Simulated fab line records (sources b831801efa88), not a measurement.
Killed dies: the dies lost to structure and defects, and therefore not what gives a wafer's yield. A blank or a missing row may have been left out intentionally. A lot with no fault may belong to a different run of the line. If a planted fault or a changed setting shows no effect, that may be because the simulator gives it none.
Comparing a struck lot with a sound one -- flow sky130 -- 35 out of 708 route steps
Sound: the wafers L544.1, L544.2, L544.4. Wafers L555.2, L555.4, L555.6 were the ones struck. The cause comes at the end.
Order at every step that has rows: each side's tool, ch and its chambers, its first start. Under that, the readings that differ: sound wafers -- struck wafers -- difference of the means -- sigmas: that difference in standard deviations of wafers without a fault.
alike: readings whose means differ by less than 2 such deviations, and words and numbers that are the same on both sides. not compared: withheld readings, readings that some wafer has no value for, bounds like >300 that may hide the same value, and numbers for which the record gives no deviation and whose values overlap.
A row with sigmas, a row that says differs or no value, or rows on one side alone: a step with any of these is where the two part. Numbers that have no deviation but don't overlap get no sigmas and don't part them. A reading that every wafer of one side lacks parts them only if that side has two wafers or more.

SKY_SD_P_CD_MEAS_07 targets a cd of 380 nm.
  sound on cdSem-01 at day 26 19:28; struck on cdSem-01 at day 30 18:08
  alike: cdNm
SKY_SD_P_OVL_MEAS_08:
  sound on overlay-01 at day 26 19:35; struck on overlay-02 at day 30 18:14
  alike: SD_P_OVL
then, 1 step without rows for these wafers: SKY_SD_P_IMPLANT_09.
SKY_SD_P_STRIP_10: strips in O2/N2.
  sound on plasmaAsher-01 ch 0,1, day 26 19:46; struck on plasmaAsher-04 ch 0,1, day 30 18:25
  alike: drypumpMotorCurrentA, oesProductAu, stripTimeToEndpointS
  not compared: rfHoursCounterH
SKY_SD_P_TW_MEAS_11:
  sound on filmMetro-04 at day 26 19:52; struck on filmMetro-01 at day 30 18:32
reading,sound,struck,difference,sigmas
SD_P_TW,2837 2839 2847,2761 2762 2765,-78,-2
then, 7 steps without rows for these wafers: SKY_RES_XHIGH_DEHYDRATE_00 (time 60 s); SKY_RES_XHIGH_HMDS_01 (prime time 60 s); SKY_RES_XHIGH_COAT_02 (resist thk 1140 nm); SKY_RES_XHIGH_SOFTBAKE_03 (time 60 s); SKY_RES_XHIGH_EXPOSE_04 (exposes mask URPM, target cd 1270 nm); SKY_RES_XHIGH_PEB_05; SKY_RES_XHIGH_DEVELOP_06 (develop time 60 s).
SKY_RES_XHIGH_IMPLANT_07:
  sound on implanter-04 ch 0, day 28 01:31; struck on implanter-04 ch 0, day 31 23:32
  alike: tiltDeg
SKY_RES_XHIGH_STRIP_08: strips in O2/N2.
  sound on plasmaAsher-02 ch 0,1, day 28 01:40; struck on plasmaAsher-02 ch 0,1, day 31 23:40
  alike: drypumpMotorCurrentA, oesProductAu, stripTimeToEndpointS
  not compared: rfHoursCounterH
SKY_RES_XHIGH_TW_MEAS_09:
  sound on filmMetro-04 at day 28 01:46; struck on filmMetro-02 at day 31 23:47
  alike: RES_XHIGH_TW
then, 7 steps without rows for these wafers: SKY_SD_N_DEHYDRATE_00 (time 60 s); SKY_SD_N_HMDS_01 (prime time 60 s); SKY_SD_N_COAT_02 (resist thk 1140 nm); SKY_SD_N_SOFTBAKE_03 (time 60 s); SKY_SD_N_EXPOSE_04 (exposes mask NSDM, target cd 380 nm); SKY_SD_N_PEB_05; SKY_SD_N_DEVELOP_06 (develop time 60.87 s).
SKY_SD_N_CD_MEAS_07 targets a cd of 380 nm.
  sound on cdSem-01 at day 29 06:37; struck on cdSem-02 at day 33 03:31
  alike: cdNm
SKY_SD_N_OVL_MEAS_08:
  sound on overlay-02 at day 29 06:44; struck on overlay-02 at day 33 03:37
  alike: SD_N_OVL
then, 2 steps without rows for these wafers: SKY_SD_N_IMPLANT_09; SKY_SD_N_IMPLANT_10.
SKY_SD_N_STRIP_11: strips in O2/N2.
  sound on plasmaAsher-03 ch 0,1, day 29 07:04; struck on plasmaAsher-04 ch 0,1, day 33 03:57
  alike: drypumpMotorCurrentA, oesProductAu, stripTimeToEndpointS
  not compared: rfHoursCounterH
SKY_SD_N_TW_MEAS_12:
  sound on filmMetro-04 at day 29 07:10; struck on filmMetro-01 at day 33 04:04
  alike: SD_N_TW
then, 1 step without rows for these wafers: SKY_SD_N_CLEAN_13 (cleans in SC1/SC2, time 150 s).
SKY_SD_N_RTA_14: time 2 s.
  sound on rtpAnneal-01 ch 0, day 29 07:17; struck on rtpAnneal-02 ch 0, day 33 04:10
  alike: lampPowerPct, wafer_temp_C_max
SKY_SD_N_RS_MEAS_16: measurement is done with a four-point probe.
  sound on filmMetro-02 at day 29 07:27; struck on filmMetro-02 at day 33 04:21
  alike: SD_N_RS
SKY_SD_N_RS_MEAS_17: measurement is done with a four-point probe.
  sound on filmMetro-02 at day 29 07:34; struck on filmMetro-02 at day 33 04:28
  alike: SD_P_RS
SKY_SD_N_RS_MEAS_18: measurement is done with a four-point probe.
  sound on filmMetro-02 at day 29 07:41; struck on filmMetro-02 at day 33 04:35
reading,sound,struck,difference,sigmas
RES_XHIGH_RS (ohm/sq),331.7 332.7 332.3,345.9 345.8 345.3,+13.4,+12
then, 1 step without rows for these wafers: SKY_SALICIDE_CLEAN_00 (cleans in HF-last, time 30 s).
-- the record jumps here: 17 days lie between the struck wafers' starts before and after (it left off in module SALICIDE and takes up again in module PAD_OPEN, whose first step shown is number 708 of the route) --
SKY_PAD_OPEN_PROBE_99:
  sound on prober-02 at day 47 08:52; struck on prober-01 at day 50 01:43
reading,sound,struck,difference,sigmas
model.etest.resXhighPo.rsOhmSqRange,157 151.6 136.5,1711 1707 1678,+1550,
  alike: killed_at_M0_to_M3, killed_at_M4_up, killedAtContacts, killedAtFrontEnd, killedDies, killedOpen, killedShort

## WHERE THEY PART
First at SKY_SD_P_TW_MEAS_11; last, within this record, at SKY_SD_N_RS_MEAS_18. Later steps at which nothing parts them and some readings are alike: SKY_PAD_OPEN_PROBE_99.

WHY: whatever the simulator had introduced
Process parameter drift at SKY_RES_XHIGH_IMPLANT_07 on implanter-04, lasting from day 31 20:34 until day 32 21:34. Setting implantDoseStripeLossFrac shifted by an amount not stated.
